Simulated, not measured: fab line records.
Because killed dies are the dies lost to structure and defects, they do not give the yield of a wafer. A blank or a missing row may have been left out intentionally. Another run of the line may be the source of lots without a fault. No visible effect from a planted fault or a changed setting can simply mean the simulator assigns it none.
The tool behind it: which one? / flow gf180mcu / 13 lots with 39 wafers sampled at 5 steps, on a route of 602 steps

## WHAT THE GAUGES READ, wafer by wafer
GF_VT_IMPLANT_OVL_MEAS_40.
lot=L449; measured=day 7 20:04; on=overlay-01; VT_IMPLANT_03_OVL (nm)=1.6 3.3 3.8
lot=L450; measured=day 8 03:28; on=overlay-02; VT_IMPLANT_03_OVL (nm)=1.4 -1.3 0.6
lot=L452; measured=day 8 06:59; on=overlay-01; VT_IMPLANT_03_OVL (nm)=0.7 2.1 1.2
lot=L453; measured=day 8 14:14; on=overlay-01; VT_IMPLANT_03_OVL (nm)=1.1 0.3 -0.8
lot=L455; measured=day 9 12:13; on=overlay-01; VT_IMPLANT_03_OVL (nm)=0.9 0.3 3.1
lot=L456; measured=day 9 16:16; on=overlay-02; VT_IMPLANT_03_OVL (nm)=1.6 0.3 1.5
lot=L458; measured=day 10 05:41; on=overlay-02; VT_IMPLANT_03_OVL (nm)=-0.3 0.7 -1.9
lot=L463; measured=day 11 07:58; on=overlay-02; VT_IMPLANT_03_OVL (nm)=-0.9 -2.9 -2.6
lot=L465; measured=day 11 23:52; on=overlay-02; VT_IMPLANT_03_OVL (nm)=-0.4 0.6 2.6
lot=L467; measured=day 12 11:05; on=overlay-01; VT_IMPLANT_03_OVL (nm)=-0.5 2.7 -1.1
lot=L468; measured=day 12 18:56; on=overlay-02; VT_IMPLANT_03_OVL (nm)=1.7 0.9 1.1
lot=L469; measured=day 13 08:41; on=overlay-01; VT_IMPLANT_03_OVL (nm)=-1.9 -1.7 -1.4
lot=L472; measured=day 14 02:10; on=overlay-02; VT_IMPLANT_03_OVL (nm)=0.3 0.3 1.1

GF_POLY_GATE_CD_MEAS_18.
lot=L449; measured=day 9 14:10; on=cd_sem-01; cd_nm (nm)=279.0 277.0 281.7
lot=L450; measured=day 9 21:38; on=cd_sem-01; cd_nm (nm)=278.9 277.7 279.9
lot=L452; measured=day 10 03:45; on=cd_sem-02; cd_nm (nm)=280.7 280.3 278.6
lot=L453; measured=day 10 07:55; on=cd_sem-02; cd_nm (nm)=280.4 279.4 277.0
lot=L455; measured=day 11 09:39; on=cd_sem-01; cd_nm (nm)=282.2 280.0 281.7
lot=L456; measured=day 11 13:01; on=cd_sem-02; cd_nm (nm)=281.0 277.7 282.5
lot=L458; measured=day 12 08:03; on=cd_sem-02; cd_nm (nm)=280.3 280.4 280.2
lot=L463; measured=day 13 15:05; on=cd_sem-01; cd_nm (nm)=279.7 279.2 280.3
lot=L465; measured=day 14 05:16; on=cd_sem-02; cd_nm (nm)=278.2 279.3 278.0
lot=L467; measured=day 14 20:26; on=cd_sem-01; cd_nm (nm)=278.0 281.0 279.4
lot=L468; measured=day 14 20:14; on=cd_sem-02; cd_nm (nm)=276.3 283.4 279.5
lot=L469; measured=day 15 17:34; on=cd_sem-02; cd_nm (nm)=281.1 280.1 280.6
lot=L472; measured=day 16 10:57; on=cd_sem-01; cd_nm (nm)=278.1 277.1 278.9

GF_HV_LDD_RS_MEAS_53: a four-point-probe measurement.
lot=L449; measured=day 12 17:06; on=film_metro-03; HV_LDD_RS (ohm/sq)=418.3 418.4 419.0
lot=L450; measured=day 12 23:14; on=film_metro-02; HV_LDD_RS (ohm/sq)=418.5 419.7 419.2
lot=L452; measured=day 13 08:25; on=film_metro-03; HV_LDD_RS (ohm/sq)=416.0 416.2 416.8
lot=L453; measured=day 13 12:37; on=film_metro-02; HV_LDD_RS (ohm/sq)=418.8 417.3 418.4
lot=L455; measured=day 14 14:45; on=film_metro-01; HV_LDD_RS (ohm/sq)=418.5 419.5 419.7
lot=L456; measured=day 14 20:38; on=film_metro-02; HV_LDD_RS (ohm/sq)=418.8 417.2 419.2
lot=L458; measured=day 15 16:24; on=film_metro-01; HV_LDD_RS (ohm/sq)=419.5 420.7 420.2
lot=L463; measured=day 17 04:50; on=film_metro-01; HV_LDD_RS (ohm/sq)=407.2 408.0 407.5
lot=L465; measured=day 17 19:43; on=film_metro-02; HV_LDD_RS (ohm/sq)=407.5 408.1 407.7
lot=L467; measured=day 18 16:02; on=film_metro-02; HV_LDD_RS (ohm/sq)=418.4 419.3 419.3
lot=L468; measured=day 18 15:11; on=film_metro-03; HV_LDD_RS (ohm/sq)=417.5 418.1 418.2
lot=L469; measured=day 19 16:47; on=film_metro-03; HV_LDD_RS (ohm/sq)=418.7 418.2 417.9
lot=L472; measured=day 20 09:32; on=film_metro-02; HV_LDD_RS (ohm/sq)=417.8 416.8 416.8

## WHAT TOOL EACH LOT RAN ON (gives the tool, then ch and the chambers of the sampled wafers, and finally the start)
lot=L449; GF_VT_IMPLANT_STRIP_42=plasma_asher-02 ch 0,1, day 7 20:17; GF_HV_LDD_IMPLANT_09=implanter-03 ch 0, day 10 07:40
lot=L450; GF_VT_IMPLANT_STRIP_42=plasma_asher-02 ch 0,1, day 8 03:39; GF_HV_LDD_IMPLANT_09=implanter-03 ch 0, day 10 15:07
lot=L452; GF_VT_IMPLANT_STRIP_42=plasma_asher-01 ch 0,1, day 8 07:10; GF_HV_LDD_IMPLANT_09=implanter-03 ch 0, day 10 21:31
lot=L453; GF_VT_IMPLANT_STRIP_42=plasma_asher-04 ch 0,1, day 8 14:25; GF_HV_LDD_IMPLANT_09=implanter-04 ch 0, day 11 02:05
lot=L455; GF_VT_IMPLANT_STRIP_42=plasma_asher-04 ch 0,1, day 9 12:23; GF_HV_LDD_IMPLANT_09=implanter-01 ch 0, day 12 03:59
lot=L456; GF_VT_IMPLANT_STRIP_42=plasma_asher-04 ch 0,1, day 9 16:26; GF_HV_LDD_IMPLANT_09=implanter-01 ch 0, day 12 08:26
lot=L458; GF_VT_IMPLANT_STRIP_42=plasma_asher-01 ch 0,1, day 10 05:53; GF_HV_LDD_IMPLANT_09=implanter-03 ch 0, day 13 02:40
lot=L463; GF_VT_IMPLANT_STRIP_42=plasma_asher-01 ch 0,1, day 11 08:11; GF_HV_LDD_IMPLANT_09=implanter-01 ch 0, day 14 11:05
lot=L465; GF_VT_IMPLANT_STRIP_42=plasma_asher-02 ch 0,1, day 12 00:04; GF_HV_LDD_IMPLANT_09=implanter-01 ch 0, day 15 01:26
lot=L467; GF_VT_IMPLANT_STRIP_42=plasma_asher-04 ch 0,1, day 12 11:16; GF_HV_LDD_IMPLANT_09=implanter-04 ch 0, day 15 17:19
lot=L468; GF_VT_IMPLANT_STRIP_42=plasma_asher-02 ch 0,1, day 12 19:07; GF_HV_LDD_IMPLANT_09=implanter-03 ch 0, day 15 16:59
lot=L469; GF_VT_IMPLANT_STRIP_42=plasma_asher-04 ch 0,1, day 13 08:52; GF_HV_LDD_IMPLANT_09=implanter-03 ch 0, day 16 15:46
lot=L472; GF_VT_IMPLANT_STRIP_42=plasma_asher-02 ch 0,1, day 14 02:22; GF_HV_LDD_IMPLANT_09=implanter-04 ch 0, day 17 08:43
- GF_VT_IMPLANT_STRIP_42: strips in O2/N2.
- GF_HV_LDD_IMPLANT_09

## WHAT THE TOOLS THEMSELVES READ (means of the sampled wafers that have a number; where no wafer has one, the mark that the record gives instead)
GF_VT_IMPLANT_STRIP_42.
lot=L449; tool=plasma_asher-02; drypump_motor_current_A (A)=5.9; heater_power_w (W)=329; n2_flow_sccm (sccm)=299.7; oes_product_au (a.u.)=0.716; platen_temp_c (C)=250.04; strip_time_to_endpoint_s (s)=12.64
lot=L450; tool=plasma_asher-02; drypump_motor_current_A (A)=5.9; heater_power_w (W)=333; n2_flow_sccm (sccm)=300.6; oes_product_au (a.u.)=0.720; platen_temp_c (C)=250.02; strip_time_to_endpoint_s (s)=12.57
lot=L452; tool=plasma_asher-01; drypump_motor_current_A (A)=5.8; heater_power_w (W)=350; n2_flow_sccm (sccm)=300.2; oes_product_au (a.u.)=0.720; platen_temp_c (C)=249.77; strip_time_to_endpoint_s (s)=12.64
lot=L453; tool=plasma_asher-04; drypump_motor_current_A (A)=5.6; heater_power_w (W)=320; n2_flow_sccm (sccm)=299.2; oes_product_au (a.u.)=0.721; platen_temp_c (C)=249.99; strip_time_to_endpoint_s (s)=12.62
lot=L455; tool=plasma_asher-04; drypump_motor_current_A (A)=5.3; heater_power_w (W)=327; n2_flow_sccm (sccm)=300.0; oes_product_au (a.u.)=0.716; platen_temp_c (C)=249.93; strip_time_to_endpoint_s (s)=12.62
lot=L456; tool=plasma_asher-04; drypump_motor_current_A (A)=5.4; heater_power_w (W)=327; n2_flow_sccm (sccm)=298.4; oes_product_au (a.u.)=0.717; platen_temp_c (C)=250.18; strip_time_to_endpoint_s (s)=12.70
lot=L458; tool=plasma_asher-01; drypump_motor_current_A (A)=5.9; heater_power_w (W)=335; n2_flow_sccm (sccm)=299.1; oes_product_au (a.u.)=0.716; platen_temp_c (C)=250.10; strip_time_to_endpoint_s (s)=12.64
lot=L463; tool=plasma_asher-01; drypump_motor_current_A (A)=6.0; heater_power_w (W)=334; n2_flow_sccm (sccm)=299.6; oes_product_au (a.u.)=0.715; platen_temp_c (C)=250.02; strip_time_to_endpoint_s (s)=12.61
lot=L465; tool=plasma_asher-02; drypump_motor_current_A (A)=6.0; heater_power_w (W)=337; n2_flow_sccm (sccm)=300.2; oes_product_au (a.u.)=0.711; platen_temp_c (C)=250.05; strip_time_to_endpoint_s (s)=12.64
lot=L467; tool=plasma_asher-04; drypump_motor_current_A (A)=5.6; heater_power_w (W)=316; n2_flow_sccm (sccm)=300.6; oes_product_au (a.u.)=0.718; platen_temp_c (C)=249.98; strip_time_to_endpoint_s (s)=12.68
lot=L468; tool=plasma_asher-02; drypump_motor_current_A (A)=6.0; heater_power_w (W)=340; n2_flow_sccm (sccm)=300.0; oes_product_au (a.u.)=0.716; platen_temp_c (C)=249.90; strip_time_to_endpoint_s (s)=12.69
lot=L469; tool=plasma_asher-04; drypump_motor_current_A (A)=5.6; heater_power_w (W)=317; n2_flow_sccm (sccm)=299.4; oes_product_au (a.u.)=0.721; platen_temp_c (C)=250.11; strip_time_to_endpoint_s (s)=12.64
lot=L472; tool=plasma_asher-02; drypump_motor_current_A (A)=6.0; heater_power_w (W)=337; n2_flow_sccm (sccm)=301.0; oes_product_au (a.u.)=0.716; platen_temp_c (C)=250.13; strip_time_to_endpoint_s (s)=12.66

GF_HV_LDD_IMPLANT_09.
lot=L449 tool=implanter-03 dose_ions_cm2=1.002e+14 faraday_current_uA=560
lot=L450 tool=implanter-03 dose_ions_cm2=9.991e+13 faraday_current_uA=572
lot=L452 tool=implanter-03 dose_ions_cm2=1.001e+14 faraday_current_uA=562
lot=L453 tool=implanter-04 dose_ions_cm2=1.000e+14 faraday_current_uA=562
lot=L455 tool=implanter-01 dose_ions_cm2=1.001e+14 faraday_current_uA=560
lot=L456 tool=implanter-01 dose_ions_cm2=9.984e+13 faraday_current_uA=562
lot=L458 tool=implanter-03 dose_ions_cm2=1.001e+14 faraday_current_uA=563
lot=L463 tool=implanter-01 dose_ions_cm2=1.061e+14 faraday_current_uA=605
lot=L465 tool=implanter-01 dose_ions_cm2=1.059e+14 faraday_current_uA=601
lot=L467 tool=implanter-04 dose_ions_cm2=9.996e+13 faraday_current_uA=554
lot=L468 tool=implanter-03 dose_ions_cm2=1.000e+14 faraday_current_uA=562
lot=L469 tool=implanter-03 dose_ions_cm2=9.996e+13 faraday_current_uA=556
lot=L472 tool=implanter-04 dose_ions_cm2=9.994e+13 faraday_current_uA=562

## THE ANSWER, worked out from the rows above alone
Rule: the lots themselves supply what counts as usual. Put in order of their means at a reading, lots are off if they are a third of the lots or fewer, leave a main group of 4 or more, and stand apart from it by a gap of 3 or more times the standard deviation of the main group's means; of several such gaps the widest counts. The tables above print the reading to a certain number of digits; a main group whose means all agree to those digits is not used. A lot without any number at a reading at which 4 lots or more have one is off too. All remaining lots with rows at the step are treated as sound. Order of review: gauges by route order, followed by the tools' own readings, for which a lot's mean as printed above is used. The first step at which some lot is off is used, and at that step the reading that is off furthest; a lot without a number counts as furthest.
Off: L463, L465, seen at GF_HV_LDD_RS_MEAS_53 (HV_LDD_RS). For the main group the mean is 418.4 ohm/sq and the standard deviation 0.99.
A tool fits if, at a process step before that reading, it ran every lot that is off, and no sound lot after the first of them. The gauges at GF_HV_LDD_RS_MEAS_53 aren't tried: what is off there is off at GF_HV_LDD_IMPLANT_09 too, on other tools, and a gauge's error can't cause that. One fits: GF_HV_LDD_IMPLANT_09 on implanter-01. A fault onset in the window from L456 (day 12 08:26, its last sound lot) to L463 (day 14 11:05, its first lot off) fits.
The tool's own readings at GF_HV_LDD_IMPLANT_09 bear it out: on the lots that are off they differ by more than 5 times the standard deviation of the sound lots' means. dose_ions_cm2 reads 1.060e+14 there against 1.000e+14 on the sound lots; faraday_current_uA reads 603 there against 561 on the sound lots.

## WHAT WAS PUT IN BY THE SIMULATOR
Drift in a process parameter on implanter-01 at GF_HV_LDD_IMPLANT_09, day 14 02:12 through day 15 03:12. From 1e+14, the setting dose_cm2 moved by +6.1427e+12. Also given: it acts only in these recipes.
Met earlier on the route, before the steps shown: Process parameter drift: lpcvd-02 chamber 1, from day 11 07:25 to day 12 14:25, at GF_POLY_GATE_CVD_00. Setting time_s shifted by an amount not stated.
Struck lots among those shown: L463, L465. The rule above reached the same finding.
